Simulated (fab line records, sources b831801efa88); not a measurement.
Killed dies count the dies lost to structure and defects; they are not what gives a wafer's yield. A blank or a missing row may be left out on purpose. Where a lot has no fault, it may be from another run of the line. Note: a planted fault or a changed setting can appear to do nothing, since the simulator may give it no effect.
Which tool did it? | flow gf180mcu | 14 lots, 42 wafers sampled, at 5 steps of a route of 602

## WHAT THE GAUGES READ, wafer by wafer
GF_POLY_GATE_CD_MEAS_10: the cd target is 280 nm. Usual: cdNm reads 280.2 nm (standard deviation 1.1).
lot  | measured     | on       | cdNm (nm)         | flag
L582 | day 9 01:35  | cdSem-02 | 279.3 278.6 280.3 | 
L583 | day 9 12:43  | cdSem-01 | 281.0 280.3 280.7 | 
L586 | day 10 07:35 | cdSem-02 | 280.7 280.3 281.1 | 
L590 | day 11 14:20 | cdSem-01 | 280.4 281.9 281.0 | 
L591 | day 11 19:02 | cdSem-01 | 280.9 281.2 281.2 | 
L595 | day 13 05:32 | cdSem-01 | 277.8 278.1 278.6 | 
L596 | day 13 12:22 | cdSem-01 | 281.9 280.2 280.8 | 
L598 | day 14 00:22 | cdSem-01 | 280.9 280.6 281.2 | 
L599 | day 14 08:29 | cdSem-01 | 282.5 280.1 280.8 | 
L600 | day 14 16:14 | cdSem-02 | 280.3 280.9 279.7 | 
L601 | day 14 22:53 | cdSem-02 | 281.3 280.7 280.3 | 
L602 | day 15 03:50 | cdSem-02 | 281.0 280.8 281.1 | 
L604 | day 15 20:23 | cdSem-01 | 280.0 280.9 279.7 | 
L605 | day 16 03:54 | cdSem-01 | 279.8 279.2 279.9 | 

GF_HV_LDD_CD_MEAS_07: the cd target is 400 nm. Usual: cdNm reads 400.0 nm (standard deviation 2.3).
lot  | measured     | on       | cdNm (nm)         | flag
L582 | day 9 20:48  | cdSem-02 | 397.9 399.0 396.6 | 
L583 | day 10 08:31 | cdSem-01 | 400.4 398.8 400.1 | 
L586 | day 11 03:23 | cdSem-01 | 398.5 400.2 399.4 | 
L590 | day 12 10:56 | cdSem-02 | 399.7 401.1 399.6 | 
L591 | day 12 16:42 | cdSem-02 | 403.4 401.9 404.4 | 
L595 | day 14 04:42 | cdSem-01 | 395.8 397.5 399.0 | 
L596 | day 14 12:05 | cdSem-01 | 399.4 400.3 403.3 | 
L598 | day 14 23:14 | cdSem-02 | 403.0 402.6 404.6 | 
L599 | day 15 08:35 | cdSem-01 | 401.6 401.4 400.6 | 
L600 | day 15 15:26 | cdSem-02 | 398.6 401.1 403.3 | 
L601 | day 15 22:00 | cdSem-02 | 399.6 400.3 398.8 | 
L602 | day 16 03:42 | cdSem-02 | 401.9 402.1 400.3 | 
L604 | day 16 21:35 | cdSem-02 | 399.0 398.7 396.4 | 
L605 | day 17 04:05 | cdSem-01 | 397.2 398.2 397.1 | 

GF_HV_LDD_TW_MEAS_23. Usual: HV_LDD_2_TW typically reads 1055, with standard deviation 14.
lot  | measured     | on           | HV_LDD_2_TW    | flag
L582 | day 10 15:26 | filmMetro-04 | 1043 1044 1052 | 
L583 | day 11 03:12 | filmMetro-04 | 1056 1053 1051 | 
L586 | day 11 23:07 | filmMetro-02 | 1145 1146 1148 | OFF
L590 | day 13 07:10 | filmMetro-02 | 1161 1157 1158 | OFF
L591 | day 13 13:50 | filmMetro-02 | 1078 1087 1082 | 
L595 | day 15 02:08 | filmMetro-04 | 1053 1049 1046 | 
L596 | day 15 10:24 | filmMetro-01 | 1045 1038 1043 | 
L598 | day 15 21:07 | filmMetro-04 | 1051 1055 1052 | 
L599 | day 16 06:34 | filmMetro-04 | 1049 1049 1049 | 
L600 | day 16 14:29 | filmMetro-04 | 1056 1046 1057 | 
L601 | day 16 20:27 | filmMetro-04 | 1048 1048 1046 | 
L602 | day 17 02:58 | filmMetro-01 | 1047 1039 1042 | 
L604 | day 17 21:19 | filmMetro-02 | 1081 1071 1079 | 
L605 | day 18 03:30 | filmMetro-04 | 1048 1043 1046 | 

## WHAT TOOL EACH LOT RAN ON (gives the tool, then ch and the chambers of the sampled wafers, and finally the start)
lot  | GF_VT_IMPLANT_RTA_45            | GF_HV_LDD_IMPLANT_21
L582 | rtpAnneal-02 ch 0, day 7 11:45  | implanter-01 ch 0, day 10 15:11
L583 | rtpAnneal-02 ch 0, day 7 20:52  | implanter-03 ch 0, day 11 02:58
L586 | rtpAnneal-01 ch 0, day 8 14:23  | implanter-01 ch 0, day 11 22:52
L590 | rtpAnneal-02 ch 0, day 9 20:13  | implanter-01 ch 0, day 13 06:55
L591 | rtpAnneal-02 ch 0, day 10 01:06 | implanter-04 ch 0, day 13 13:35
L595 | rtpAnneal-02 ch 0, day 11 07:56 | implanter-03 ch 0, day 15 01:53
L596 | rtpAnneal-02 ch 0, day 11 14:10 | implanter-03 ch 0, day 15 10:10
L598 | rtpAnneal-02 ch 0, day 12 00:41 | implanter-01 ch 0, day 15 20:53
L599 | rtpAnneal-01 ch 0, day 12 10:13 | implanter-01 ch 0, day 16 06:21
L600 | rtpAnneal-01 ch 0, day 12 18:08 | implanter-01 ch 0, day 16 14:14
L601 | rtpAnneal-01 ch 0, day 12 23:33 | implanter-04 ch 0, day 16 20:12
L602 | rtpAnneal-01 ch 0, day 13 04:12 | implanter-01 ch 0, day 17 02:43
L604 | rtpAnneal-01 ch 0, day 13 20:56 | implanter-04 ch 0, day 17 21:04
L605 | rtpAnneal-01 ch 0, day 14 03:02 | implanter-04 ch 0, day 18 03:15
- GF_VT_IMPLANT_RTA_45: time 30 s.
- GF_HV_LDD_IMPLANT_21

## WHAT THE TOOLS THEMSELVES READ (means of the sampled wafers that have a number; where no wafer has one, the mark that the record gives instead)
GF_VT_IMPLANT_RTA_45. Usual: lampPowerPct 35.0 %, standard deviation 1; wafer_temp_C_max 1056, standard deviation 3.3.
lot  | tool         | lampPowerPct (%) | wafer_temp_C_max | flag
L582 | rtpAnneal-02 | 33.9             | 1052             | 
L583 | rtpAnneal-02 | 33.9             | 1053             | 
L586 | rtpAnneal-01 | 35.9             | 1060             | 
L590 | rtpAnneal-02 | 33.9             | 1053             | 
L591 | rtpAnneal-02 | 33.9             | 1053             | 
L595 | rtpAnneal-02 | 33.9             | 1053             | 
L596 | rtpAnneal-02 | 33.9             | 1053             | 
L598 | rtpAnneal-02 | 33.9             | 1053             | 
L599 | rtpAnneal-01 | 35.9             | 1058             | 
L600 | rtpAnneal-01 | 35.9             | 1060             | 
L601 | rtpAnneal-01 | 36.0             | 1060             | 
L602 | rtpAnneal-01 | 35.9             | 1058             | 
L604 | rtpAnneal-01 | 35.9             | 1058             | 
L605 | rtpAnneal-01 | 35.9             | 1059             | 

GF_HV_LDD_IMPLANT_21. Usual: beamEnergyKeV 24.999, standard deviation 0.0082; faradayCurrentUA 281, standard deviation 5.6; tiltDeg 6.995 degrees, standard deviation 0.019.
lot  | tool         | beamEnergyKeV | faradayCurrentUA | tiltDeg (degrees) | flag
L582 | implanter-01 | 24.997        | 281              | 7.027             | 
L583 | implanter-03 | 24.993        | 281              | 7.011             | 
L586 | implanter-01 | 31.870        | 285              | 6.986             | OFF
L590 | implanter-01 | 31.893        | 277              | 6.994             | OFF
L591 | implanter-04 | 25.001        | 282              | 6.983             | 
L595 | implanter-03 | 25.001        | 281              | 7.001             | 
L596 | implanter-03 | 25.002        | 278              | 7.007             | 
L598 | implanter-01 | 25.006        | 281              | 6.981             | 
L599 | implanter-01 | 24.991        | 284              | 6.980             | 
L600 | implanter-01 | 24.990        | 281              | 6.975             | 
L601 | implanter-04 | 25.000        | 283              | 6.993             | 
L602 | implanter-01 | 25.010        | 282              | 6.994             | 
L604 | implanter-04 | 25.000        | 284              | 7.007             | 
L605 | implanter-04 | 24.999        | 282              | 6.978             | 

## THE ANSWER, worked out from the rows above alone
Rule: a lot counts as off when the mean over its wafers that have a number is more than 3 standard deviations away from the usual mean. Also off: a lot with no number at a reading for which 4 or more lots have one. The other lots that the step has rows for count as sound. The gauges are gone through in route order, then the tools' own readings, and for those a lot's mean is taken as printed above. At the first step where some lot is off, the reading lying furthest off is the one used; lots without a number count as furthest.
Off: at GF_HV_LDD_TW_MEAS_23 (HV_LDD_2_TW), L586, L590.
If a tool, at a process step before that reading, ran all the lots that are off and no sound lot after the first of them, it fits. The gauges at GF_HV_LDD_TW_MEAS_23 aren't tried: what is off there is off at GF_HV_LDD_IMPLANT_21 too, on other tools, and a gauge's error can't cause that. Not one of the candidates tried fits.

## WHAT HAD BEEN PUT IN BY THE SIMULATOR
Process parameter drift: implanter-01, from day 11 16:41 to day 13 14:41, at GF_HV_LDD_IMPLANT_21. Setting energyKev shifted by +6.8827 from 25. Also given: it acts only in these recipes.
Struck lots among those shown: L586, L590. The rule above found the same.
